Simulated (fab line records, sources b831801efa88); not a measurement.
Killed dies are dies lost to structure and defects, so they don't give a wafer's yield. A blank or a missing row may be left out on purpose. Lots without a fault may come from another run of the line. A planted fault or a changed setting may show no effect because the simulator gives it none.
Which tool did it? | flow gf180mcu | 14 lots, 41 wafers sampled, at 5 steps of a route of 602

WHAT THE GAUGES READ, wafer by wafer
GF_V2_THK_MEAS_03. Usual: V2_CVD_02_THK 852 nm, standard deviation 12.
lot  | measured     | on            | V2_CVD_02_THK (nm) | flag
L233 | day 20 03:16 | film_metro-02 | 858 869 860        |
L234 | day 20 03:59 | film_metro-03 | 832 837 849        |
L232 | day 20 06:01 | film_metro-01 | 854 851 841        |
L236 | day 20 09:09 | film_metro-01 | 828 823 832        |
L239 | day 21 04:52 | film_metro-02 | 852 860 857        |
L240 | day 21 07:23 | film_metro-03 | 847 872            |
L246 | day 23 07:14 | film_metro-02 | 824 838 851        |
L247 | day 24 02:38 | film_metro-02 | 844 831 865        |
L248 | day 24 05:51 | film_metro-02 | 834 858 868        |
L250 | day 25 01:30 | film_metro-01 | 840 840 857        |
L251 | day 25 05:34 | film_metro-03 | 839 840 844        |
L253 | day 25 22:40 | film_metro-01 | 862 857 867        |
L254 | day 26 09:19 | film_metro-03 | 843 855 868        |
L255 | day 26 13:30 | film_metro-01 | 841 853 867        |

GF_V3_THK_MEAS_01. Usual: V3_CVD_00_THK 608 nm, standard deviation 6.5.
lot  | measured     | on            | V3_CVD_00_THK (nm) | flag
L233 | day 22 03:02 | film_metro-04 | 611 614 611        |
L234 | day 22 04:34 | film_metro-01 | 609 605 605        |
L232 | day 22 06:01 | film_metro-02 | 600 596 606        |
L236 | day 22 09:20 | film_metro-02 | 609 608 590        |
L239 | day 23 04:41 | film_metro-02 | 604 605 604        |
L240 | day 23 06:55 | film_metro-04 | 614 610            |
L246 | day 25 06:56 | film_metro-01 | 600 611 619        |
L247 | day 26 02:50 | film_metro-01 | 610 621 610        |
L248 | day 26 04:43 | film_metro-01 | 604 611 610        |
L250 | day 27 00:45 | film_metro-01 | 612 603 609        |
L251 | day 27 04:06 | film_metro-02 | 611 610 615        |
L253 | day 27 21:37 | film_metro-01 | 620 611 619        |
L254 | day 28 08:54 | film_metro-02 | 601 609 613        |
L255 | day 28 12:16 | film_metro-02 | 611 615 620        |

GF_V4_BOW_MEAS_05. Usual: V4_BOW 132 um, standard deviation 11.
lot  | measured     | on            | V4_BOW (um)       | flag
L233 | day 24 02:55 | film_metro-01 | 143 134 154       |
L234 | day 24 04:47 | film_metro-01 | 145 149 126       |
L232 | day 24 06:59 | film_metro-01 | 128 132 146       |
L236 | day 24 09:24 | film_metro-03 | 144 152 143       |
L239 | day 25 04:26 | film_metro-01 | 149 142 143 - - - |
L240 | day 25 07:29 | film_metro-02 | 127 128 - -       |
L246 | day 27 06:13 | film_metro-01 | 126 120 134       |
L247 | day 28 03:01 | film_metro-01 | 151 149 136       |
L248 | day 28 03:36 | film_metro-03 | 141 137 141       |
L250 | day 28 23:43 | film_metro-03 | 123 126 120       |
L251 | day 29 03:02 | film_metro-02 | 138 117 120       |
L253 | day 29 19:12 | film_metro-02 | 140 140 146       |
L254 | day 30 05:27 | film_metro-02 | 133 122 124       |
L255 | day 30 09:00 | film_metro-02 | 129 122 116       |

WHICH TOOL RAN EACH LOT (tool, then ch and the chambers of the sampled wafers, then the start)
lot  | GF_M4_SPUTTER_02             | GF_V4_CMP_04
L233 | pvd_sputter-03, day 23 03:22 | cmp-02 ch 1,2,3, day 24 02:40
L234 | pvd_sputter-04, day 23 05:07 | cmp-01 ch 0,2, day 24 04:31
L232 | pvd_sputter-04, day 23 07:13 | cmp-01 ch 0,1,2, day 24 06:44
L236 | pvd_sputter-02, day 23 09:55 | cmp-02 ch 0,2,3, day 24 09:06
L239 | pvd_sputter-03, day 24 04:44 | cmp-02 ch 0,2,3, day 25 04:08
L240 | pvd_sputter-02, day 24 07:48 | cmp-02 ch 3, day 25 07:14
L246 | pvd_sputter-04, day 26 06:40 | cmp-01 ch 2,3, day 27 05:52
L247 | pvd_sputter-03, day 27 03:11 | cmp-01 ch 0,1,2, day 28 02:42
L248 | pvd_sputter-03, day 27 04:23 | cmp-01 ch 0,1, day 28 03:21
L250 | pvd_sputter-04, day 28 01:31 | cmp-01 ch 0,1,3, day 28 23:25
L251 | pvd_sputter-03, day 28 04:19 | cmp-01 ch 1,2,3, day 29 02:47
L253 | pvd_sputter-04, day 28 21:08 | cmp-02 ch 0,1,3, day 29 18:53
L254 | pvd_sputter-04, day 29 08:19 | cmp-01 ch 0,3, day 30 05:07
L255 | pvd_sputter-03, day 29 12:01 | cmp-01 ch 0,3, day 30 08:43
- GF_M4_SPUTTER_02: material AlCu, target thk 450 nm, time 23.9 s.
- GF_V4_CMP_04: polishes SiO2.

WHAT THE TOOLS THEMSELVES READ (means of the sampled wafers that have a number; where no wafer has one, the mark that the record gives instead)
GF_M4_SPUTTER_02. Usual: throttle_valve_pct 30.5 %, standard deviation 1.3.
lot  | tool           | throttle_valve_pct (%) | flag
L233 | pvd_sputter-03 | 31.8                   |
L234 | pvd_sputter-04 | 31.1                   |
L232 | pvd_sputter-04 | 31.1                   |
L236 | pvd_sputter-02 | 30.0                   |
L239 | pvd_sputter-03 | 30.6                   |
L240 | pvd_sputter-02 | 29.6                   |
L246 | pvd_sputter-04 | 31.1                   |
L247 | pvd_sputter-03 | 30.7                   |
L248 | pvd_sputter-03 | 31.1                   |
L250 | pvd_sputter-04 | 30.1                   |
L251 | pvd_sputter-03 | 30.6                   |
L253 | pvd_sputter-04 | 30.7                   |
L254 | pvd_sputter-04 | 29.7                   |
L255 | pvd_sputter-03 | 30.7                   |

GF_V4_CMP_04. Usual: motor_current_A 12.3 A, standard deviation 1.1; platen_rpm 60.00 rpm, standard deviation 0.04; slurry_filter_dp_kPa 13.50 kPa, standard deviation 0.13; time_to_endpoint_s 78 s, standard deviation 6.5.
lot  | tool   | motor_current_A (A) | platen_rpm (rpm) | slurry_filter_dp_kPa (kPa) | time_to_endpoint_s (s) | flag
L233 | cmp-02 | 12.8                | 60.04            | 13.50                      | 70                     |
L234 | cmp-01 | 12.3                | 60.00            | 13.53                      | 78                     |
L232 | cmp-01 | 12.0                | 60.00            | 13.41                      | 86                     |
L236 | cmp-02 | 12.6                | 60.01            | 13.42                      | 74                     |
L239 | cmp-02 | 13.0                | 59.97            | 13.54                      | 67                     |
L240 | cmp-02 | 14.2                | 60.01            | 13.61                      | 64                     |
L246 | cmp-01 | 11.1                | 60.02            | 13.48                      | 81                     |
L247 | cmp-01 | 12.5                | 59.99            | 13.44                      | 75                     |
L248 | cmp-01 | 12.7                | 60.00            | 13.55                      | 75                     |
L250 | cmp-01 | 12.4                | 60.01            | 13.50                      | 81                     |
L251 | cmp-01 | 12.0                | 60.01            | 13.43                      | 76                     |
L253 | cmp-02 | 12.6                | 60.01            | 13.55                      | 79                     |
L254 | cmp-01 | 11.6                | 60.00            | 13.50                      | 87                     |
L255 | cmp-01 | 11.7                | 60.00            | 13.54                      | 88                     |

THE ANSWER, worked out from the rows above alone
Rule: a lot is off if the mean of its wafers that have a number lies more than 3 standard deviations from the usual mean. A lot without any number at a reading at which 4 lots or more have one is off too. The other lots that the step has rows for count as sound. The gauges are gone through in route order, then the tools' own readings, and for those a lot's mean is taken as printed above. The first step at which some lot is off is used, and at that step the reading that is off furthest; a lot without a number counts as furthest.
No lot is off at any reading shown: from this, nothing can be told.

WHAT THE SIMULATOR HAD PUT IN
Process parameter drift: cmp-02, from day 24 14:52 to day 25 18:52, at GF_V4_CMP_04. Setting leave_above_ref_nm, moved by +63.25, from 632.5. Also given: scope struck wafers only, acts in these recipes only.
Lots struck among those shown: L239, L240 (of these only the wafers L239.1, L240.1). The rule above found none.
